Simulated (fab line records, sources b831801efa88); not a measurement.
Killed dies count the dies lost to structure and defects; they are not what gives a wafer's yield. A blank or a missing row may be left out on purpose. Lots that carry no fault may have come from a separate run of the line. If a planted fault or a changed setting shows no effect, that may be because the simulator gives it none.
Chamber matching + flow gf180mcu + GF_V5_CVD_00 on hdpcvd-01: 3 sister chambers
The step deposits SiO2, target thk 300 nm, time 50 s. 14 wafers are shown with their chamber, then 7 later ones without.

== EACH WAFER AND ITS CHAMBER ==
| wafer  | chamber | sih4 flow sccm (sccm) |
|--------|---------|-----------------------|
| L463.2 | 1       | 60.00                 |
| L463.5 | 2       | 59.98                 |
| L463.6 | 1       | 59.75                 |
| L465.1 | 0       | 60.01                 |
| L465.5 | 2       | 60.24                 |
| L465.6 | 0       | 60.37                 |
| L467.1 | 0       | 59.94                 |
| L467.2 | 2       | 59.84                 |
| L467.5 | 1       | 60.15                 |
| L474.1 | 0       | 59.72                 |
| L474.2 | 2       | 60.19                 |
| L474.3 | 1       | 60.00                 |
| L476.1 | 1       | 60.33                 |
| L476.4 | 2       | 59.92                 |

SIGNATURES (means of the wafers above)
| reading        | chamber 0 | chamber 1 | chamber 2 | scatter within a chamber |
|----------------|-----------|-----------|-----------|--------------------------|
| sih4 flow sccm | 60.0100   | 60.0460   | 60.0340   | 0.218                    |
Rule: a wafer lies at a distance from a chamber equal to the root of the sum of squares, over the readings, of (its reading less the chamber's mean, divided by the reading's scatter). If the next closest chamber is less than 2 further off than the closest, the wafer can't be placed; otherwise it belongs to the closest. The scatter is the square root of a quotient: the sum, over the shown wafers, of each reading's squared deviation from its chamber's mean, divided by wafers minus chambers.

== WAFERS MISSING THEIR CHAMBER ==
| wafer  | sih4 flow sccm (sccm) |
|--------|-----------------------|
| L476.5 | 60.00                 |
| L480.4 | 60.07                 |
| L480.5 | 59.92                 |
| L480.6 | 60.36                 |
| L481.1 | 59.67                 |
| L481.3 | 60.02                 |
| L481.6 | 60.33                 |

== CHAMBER TAKEN BY EACH ==
| wafer  | from the rows above          | in truth |
|--------|------------------------------|----------|
| L476.5 | can't be placed: 0 or 2 or 1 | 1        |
| L480.4 | can't be placed: 1 or 2 or 0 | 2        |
| L480.5 | can't be placed: 0 or 2 or 1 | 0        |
| L480.6 | can't be placed: 1 or 2 or 0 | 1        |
| L481.1 | can't be placed: 0 or 2 or 1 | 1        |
| L481.3 | can't be placed: 0 or 2 or 1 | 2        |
| L481.6 | can't be placed: 1 or 2 or 0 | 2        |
Correctly placed: 0 of 7. Unplaceable from these rows: 7, with the true chamber sitting among the candidates in 7. 0 placed wrongly.
